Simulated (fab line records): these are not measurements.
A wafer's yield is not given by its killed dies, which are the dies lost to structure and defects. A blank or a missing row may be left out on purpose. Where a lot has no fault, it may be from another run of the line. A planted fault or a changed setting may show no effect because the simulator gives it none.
fab line records | flow sky130
[record] lots = 12 wafers = 36 lastDay = 50
route steps=708 shown GATE_OXIDE@188 METAL1@439 METAL2@484 VIA2@509
lots with no fault: from the same line, run without faults
startH: the number of hours between the record's first day and the start of the first shown wafer of the lot | waitH: hours elapsed since this lot's preceding step | " as in the row above | L1.1+2: a row that stands for several wafers | - either no value or no given start | * or withheld: withheld | < > ~ a bound
route shown NAME@n: names a module that has steps shown in the file, with the first one's number in the route | usual: mean and standard deviation over wafers with no fault | same: alike in all rows | chamber/n: place in a boat | sites: per-site readings | _std_site: their standard deviation | _edge_site: the outer-site mean with the inner-site mean subtracted | radiusMm: how far each site lies from the wafer's centre | mask NAME#n: copy n | behind: tool/chamber where the wafer was last shaped | hold: reason for holding the lot/hours on hold/outcome of the hold | device: which transistor (n, p or np) failed to switch | end of line: at the end of the route, the tests of the same wafers | a step with no rows: only its recipe | killed: the dies lost at the first sort to structure and to defects; this is not the yield of the wafer | map: a wafer's dies, marking killed ones x, the rest . and places with no die _
set.NAME: the setting that was run; set.NAME@STEP: the one run at that earlier step | model.NAME: the simulator's own value behind a step, which no gauge read
steps of the route over a sample of lots; a table a step, a row a wafer
services: when a tool's chamber went out of use (startH, in hours from the record's first day, below 0 if earlier), for how many hours, and the reason
[[steps]]
[step SKY_GATE_OXIDE_OXIDATION_01]
[recipe] tempC = 900 ambient = O2 stabiliseS = 600 purgeS = 300 targetThkA = 102.68 oxTimeS = 1473
[usual] spikeTcBottomC = 917.1/0.95 spikeTcCentreC = 900.4/1.1 spikeTcLowerC = 899.9/1.1 spikeTcTopC = 913.0/1.1 spikeTcUpperC = 899.7/1.9 tubeCenterTempC = 900/0.077 tube_center_temp_C_max = 902.3/0.37 zonePowerUpperPct = 18.7/0.57
// columns lot.wafer tool chamber startH waitH spikeTcBottomC spikeTcCentreC spikeTcLowerC spikeTcTopC spikeTcUpperC tubeCenterTempC tube_center_temp_C_max zonePowerUpperPct
L974.1 furnace-02 0 279.43 0.0 916.9 898.7 897.9 911.8 902.1 899.97 902.3 18.2
L974.4 " 0 " " 916.7 901.0 898.0 912.8 902.0 900.06 902.8 18.2
L974.5 " 0 " " 916.4 901.9 899.5 913.9 899.6 899.95 902.8 18.4
L975.1 furnace-02 0 284.91 0.4 917.1 900.5 899.8 914.3 901.6 900.08 902.2 18.1
L975.4 " 0 " " 917.5 901.6 898.2 913.0 901.6 900.03 902.3 18.1
L975.5 " 0 " " 915.9 901.7 901.1 914.8 902.8 899.97 903.1 18.4
L976.2 furnace-01 0 299.50 0.0 917.2 900.3 900.5 913.0 898.6 899.94 902.1 19.6
L976.5 " 0 " " 917.2 899.8 898.1 912.8 898.3 899.98 902.1 19.4
L976.6 " 0 " " 917.6 899.1 901.2 913.8 900.0 899.99 903.3 18.9
L981.1 furnace-02 0 345.66 1.0 923.6 906.8 906.9 919.4 906.6 905.62 907.6 18.6
L981.2 " 0 " " 923.6 906.0 906.2 919.0 907.1 905.56 907.9 18.5
L981.5 " 0 " " 922.9 906.5 905.9 919.9 907.8 905.48 907.3 18.9
L982.3 furnace-02 0 348.58 0.8 924.5 905.5 904.7 918.3 905.6 905.58 907.6 18.5
L982.4 " 0 " " 922.3 904.9 903.3 917.5 906.9 905.42 907.4 18.6
L982.5 " 0 " " 922.5 907.1 908.6 920.9 906.0 905.27 907.7 18.4
L984.1 furnace-02 0 362.23 0.1 923.0 907.5 905.6 918.9 907.3 905.51 908.5 18.2
L984.2 " 0 " " 921.8 906.6 906.2 920.6 907.5 905.6 908.0 18.2
L984.4 " 0 " " 922.4 906.5 906.1 919.4 905.9 905.42 907.5 18.6
L985.3 furnace-01 0 371.76 0.3 916.4 900.4 900.7 912.1 898.3 899.93 902.3 19.6
L985.4 " 0 " " 916.4 899.7 899.2 911.3 898.7 899.99 902.8 19.2
L985.6 " 0 " " 917.3 898.1 900.4 912.9 900.5 900.03 903.2 19.6
L991.1 furnace-01 0 419.23 1.1 916.6 901.3 901.0 912.2 897.6 899.96 902.1 19.2
L991.2 " 0 " " 916.9 900.5 899.8 911.0 897.9 900.06 902.2 19.1
L991.4 " 0 " " 918.4 900.5 901.0 912.3 897.2 899.99 902.9 19.3
L993.2 furnace-02 0 437.29 0.0 918.2 901.5 899.6 912.4 901.7 900.06 902.3 18.3
L993.3 " 0 " " 918.6 900.2 900.5 915.3 900.9 900 901.9 18.0
L993.6 " 0 " " 917.1 900.1 898.6 912.7 902.8 900.05 902.0 17.9
L994.1 furnace-02 0 449.30 0.5 917.1 902.0 901.3 913.3 902.2 899.99 902.1 18.0
L994.2 " 0 " " 916.4 899.3 901.0 912.9 899.6 900.03 902.1 18.3
L994.3 " 0 " " 917.8 899.9 898.4 913.7 901.6 900 902.6 18.4
L995.1 furnace-02 0 454.91 0.0 917.7 900.2 898.8 911.9 901.0 900.18 902.4 18.2
L995.4 " 0 " " 917.8 901.1 899.4 910.9 901.0 900.05 902.4 18.1
L995.5 " 0 " " 918.1 900.0 898.9 913.6 901.5 899.99 902.6 18.1
L996.2 furnace-01 0 464.26 0.2 915.8 900.1 900.5 911.8 899.3 899.95 901.8 18.8
L996.3 " 0 " " 916.2 899.5 898.9 910.5 897.9 899.94 902.0 19.4
L996.4 " 0 " " 916.4 900.6 900.2 911.5 898.0 899.87 902.8 18.9
[step SKY_GATE_OXIDE_THK_MEAS_02]
[recipe] reads = SiO2_of_GATE_OXIDE_OXIDATION_01
[usual] GATE_OXIDE_OXIDATION_00_THK = 10.37/0.19
// columns lot.wafer tool chamber startH waitH GATE_OXIDE_OXIDATION_00_THK[nm]
L974.1 filmMetro-02 - 280.84 0.0 10.41
L974.4 " - " " 10.31
L974.5 " - " " 10.32
L975.1 filmMetro-03 - 286.32 0.0 10.47
L975.4 " - " " 10.71
L975.5 " - " " 10.55
L976.2 filmMetro-01 - 300.92 0.0 10.03
L976.5 " - " " 10.11
L976.6 " - " " 10.23
L981.1 filmMetro-01 - 347.07 0.0 11.62
L981.2 " - " " 11.58
L981.5 " - " " 11.68
L982.3 filmMetro-03 - 350.01 0.0 11.30
L982.4 " - " " 11.13
L982.5 " - " " 11.29
L984.1 filmMetro-02 - 363.64 0.0 11.08
L984.2 " - " " 11.12
L984.4 " - " " 11.28
L985.3 filmMetro-01 - 373.19 0.0 10.30
L985.4 " - " " 10.35
L985.6 " - " " 10.06
L991.1 filmMetro-01 - 420.64 0.0 10.32
L991.2 " - " " 10.16
L991.4 " - " " 10.20
L993.2 filmMetro-03 - 438.71 0.0 10.42
L993.3 " - " " 10.54
L993.6 " - " " 10.48
L994.1 filmMetro-02 - 450.71 0.0 10.44
L994.2 " - " " 10.48
L994.3 " - " " 10.56
L995.1 filmMetro-03 - 456.31 0.0 10.43
L995.4 " - " " 10.44
L995.5 " - " " 10.44
L996.2 filmMetro-02 - 465.68 0.0 10.32
L996.3 " - " " 10.32
L996.4 " - " " 10.27
[step SKY_METAL1_RS_MEAS_05]
[recipe] thkMeasGauge = four-point-probe reads = TiN_of_METAL1_SPUTTER_04+Ti_of_METAL1_SPUTTER_03+AlCu_of_METAL1_SPUTTER_02+TiN_of_METAL1_SPUTTER_01+Ti_of_METAL1_SPUTTER_00
[usual] METAL1_ALCU_RS = 0.1268/0.0012
// columns lot.wafer tool chamber startH waitH METAL1_ALCU_RS[ohm/sq]
L974.1 filmMetro-02 - 730.15 0.0 0.1293
L974.4 " - " " 0.1306
L974.5 " - " " 0.1304
L975.1 filmMetro-03 - 737.93 0.0 0.1274
L975.4 " - " " 0.1280
L975.5 " - " " 0.1290
L976.2 filmMetro-02 - 754.04 0.0 0.1250
L976.5 " - " " 0.1270
L976.6 " - " " 0.1264
L981.1 filmMetro-01 - 799.13 0.0 0.1275
L981.2 " - " " 0.1266
L981.5 " - " " 0.1286
L982.3 filmMetro-03 - 801.51 0.1 0.1264
L982.4 " - " " 0.1259
L982.5 " - " " 0.1262
L984.1 filmMetro-01 - 813.07 0.0 0.1263
L984.2 " - " " 0.1257
L984.4 " - " " 0.1258
L985.3 filmMetro-03 - 822.45 0.1 0.1260
L985.4 " - " " 0.1257
L985.6 " - " " 0.1248
L991.1 filmMetro-01 - 860.83 0.0 0.1263
L991.2 " - " " 0.1271
L991.4 " - " " 0.1269
L993.2 filmMetro-02 - 878.00 0.0 0.1244
L993.3 " - " " 0.1248
L993.6 " - " " 0.1241
L994.1 filmMetro-01 - 886.29 0.0 0.1284
L994.2 " - " " 0.1273
L994.3 " - " " 0.1283
L995.1 filmMetro-03 - 890.45 0.0 0.1271
L995.4 " - " " 0.1267
L995.5 " - " " 0.1281
L996.2 filmMetro-02 - 900.24 0.0 0.1280
L996.3 " - " " 0.1264
L996.4 " - " " 0.1268
[step SKY_METAL2_SPUTTER_01]
[recipe] material = TiN targetThkNm = 20 powerW = 6500 timeS = 16.7 chamberPressurePa = 0.4
[usual] throttleValvePct = 29.8/0.94
// columns lot.wafer tool chamber startH waitH throttleValvePct
L974.1 pvdSputter-04 - 787.54 0.0 30.7
L974.4 " - " " 30.0
L974.5 " - " " 29.3
L975.1 pvdSputter-02 - 793.85 0.0 29.9
L975.4 " - " " 30.7
L975.5 " - " " 30.0
L976.2 pvdSputter-02 - 810.35 0.0 29.9
L976.5 " - " " 29.7
L976.6 " - " " 30.5
L981.1 pvdSputter-04 - 853.74 0.0 29.3
L981.2 " - " " 29.8
L981.5 " - " " 29.4
L982.3 pvdSputter-01 - 856.00 0.0 29.6
L982.4 " - " " 29.3
L982.5 " - " " 29.4
L984.1 pvdSputter-02 - 867.55 0.0 29.8
L984.2 " - " " 30.9
L984.4 " - " " 28.9
L985.3 pvdSputter-01 - 877.96 0.0 28.8
L985.4 " - " " 32.4
L985.6 " - " " 32.3
L991.1 pvdSputter-04 - 914.20 0.0 28.9
L991.2 " - " " 29.5
L991.4 " - " " 30.6
L993.2 pvdSputter-01 - 930.62 0.0 29.5
L993.3 " - " " 32.2
L993.6 " - " " 29.8
L994.1 pvdSputter-04 - 938.67 0.0 30.1
L994.2 " - " " 30.4
L994.3 " - " " 29.0
L995.1 pvdSputter-01 - 943.72 0.0 32.4
L995.4 " - " " 29.9
L995.5 " - " " 32.2
L996.2 pvdSputter-04 - 951.34 0.0 29.7
L996.3 " - " " 30.5
L996.4 " - " " 30.6
[step SKY_VIA2_CMP_02]
[recipe] material = SiO2 downForcePsi = 4 platenRpm = 60 padVelocityMS = 0.94248
[usual] edgeZonePressureFrac = 0.999/0.0049 motorCurrentA = 11.3/1.2
// columns lot.wafer tool chamber startH waitH edgeZonePressureFrac motorCurrentA
L974.4 cmp-02 1 815.18 0.1 0.998 11.4
L974.1 " 2 " " 1.005 9.8
L974.5 " 0 " " 1.000 11.2
L975.4 cmp-02 2 821.46 0.0 1.004 9.8
L975.1 " 3 " " 1.004 12.6
L975.5 " 2 " " 1.002 10.2
L976.2 cmp-01 3 837.85 0.2 1.002 11.5
L976.5 " 0 " " 1.006 12.4
L976.6 " 1 " " 0.995 10.2
L981.2 cmp-01 3 880.91 0.1 0.998 12.4
L981.1 " 1 " " 0.993 9.7
L981.5 " 2 " " 1.004 10.7
L982.4 cmp-01 3 883.45 0.1 1.000 12.4
L982.3 " 0 " " 0.995 13.3
L982.5 " 2 " " 1.002 11.4
L984.4 cmp-01 2 893.65 0.0 1.000 11.1
L984.1 " 3 " " 0.999 12.6
L984.2 " 1 " " 1.007 9.5
L985.3 cmp-02 2 904.31 0.0 0.988 10.3
L985.4 " 3 " " 1.007 12.3
L985.6 " 3 " " 1.007 12.0
L991.4 cmp-02 0 939.79 0.1 1.006 11.4
L991.2 " 1 " " 1.000 11.0
L991.1 " 2 " " 1.009 10.2
L993.3 cmp-01 2 955.72 0.1 0.999 10.7
L993.2 " 3 " " 1.005 13.0
L993.6 " 2 " " 1.003 11.1
L994.2 cmp-01 1 964.25 0.1 0.995 9.1
L994.1 " 2 " " 0.999 10.8
L994.3 " 3 " " 0.998 12.2
L995.4 cmp-01 0 969.92 0.1 0.997 13.1
L995.1 " 2 " " 1.007 10.8
L995.5 " 0 " " 1.007 12.5
L996.3 cmp-01 0 977.03 0.0 0.997 13.7
L996.4 " 1 " " 0.999 9.5
L996.2 " 2 " " 1.005 10.9
[[services]]
// columns tool chamber startH hours kind
furnace-02 - 267.93 7.4 pm
cmp-01 - 389.10 0.8 repair
furnace-02 - 401.66 4.3 pm
cmp-01 - 450.26 3.0 repair
furnace-02 - 479.57 4.8 pm
cmp-01 - 541.85 7.1 pm
cmp-01 - 551.38 0.4 repair
cmp-01 - 559.79 0.9 repair
furnace-02 - 568.87 4.2 pm
cmp-01 - 573.76 4.0 pm
furnace-02 - 611.38 42.5 repair
cmp-01 - 620.21 1.0 repair
furnace-02 - 653.86 56.1 pm
cmp-01 - 661.54 0.8 repair
furnace-02 - 736.87 3.1 pm
furnace-02 - 761.57 2.6 pm
furnace-02 - 766.08 20.0 repair
cmp-01 - 814.12 0.2 repair
cmp-01 - 839.24 0.8 repair
cmp-01 - 848.31 5.1 repair
furnace-02 - 863.20 3.4 pm
furnace-02 - 904.87 3.3 pm
cmp-01 - 910.76 5.2 pm
cmp-01 - 915.96 4.0 pm
[[key]]
[firstSign] step = SKY_GATE_OXIDE_OXIDATION_01 reading = tubeCenterTempC direction = up sigmas = 61 usual = * struck = *
[effect] step = SKY_GATE_OXIDE_OXIDATION_01 reading = tube_center_temp_C_max direction = up sigmas = 15 usual = * struck = *
[effect] step = SKY_GATE_OXIDE_THK_MEAS_02 reading = GATE_OXIDE_OXIDATION_00_THK direction = up sigmas = 5.2 usual = 10.37 struck = 11.34
metAt SKY_GATE_OXIDE_OXIDATION_01
struckLots L981,L982,L984
testerLeftOut L981,L982,L984
notActingAt SKY_METAL1_RS_MEAS_05,SKY_METAL2_SPUTTER_01,SKY_VIA2_CMP_02
onsetBetween 284.91 345.66
[fault] kind = processParameterDrift tool = furnace-02 chamber = - onsetH = 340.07 steps = SKY_GATE_OXIDE_OXIDATION_01 channel = tempC offset = * shape = step endH = 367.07 actsIn = * stated = *
// testerLeftOut: of these lots the tester's yield and bins aren't shown, on N5 and GAA mostly nor the transistor test; their killed dies are dies lost to structure and defects alone, not to doping, threshold or leakage, so they don't give the yield
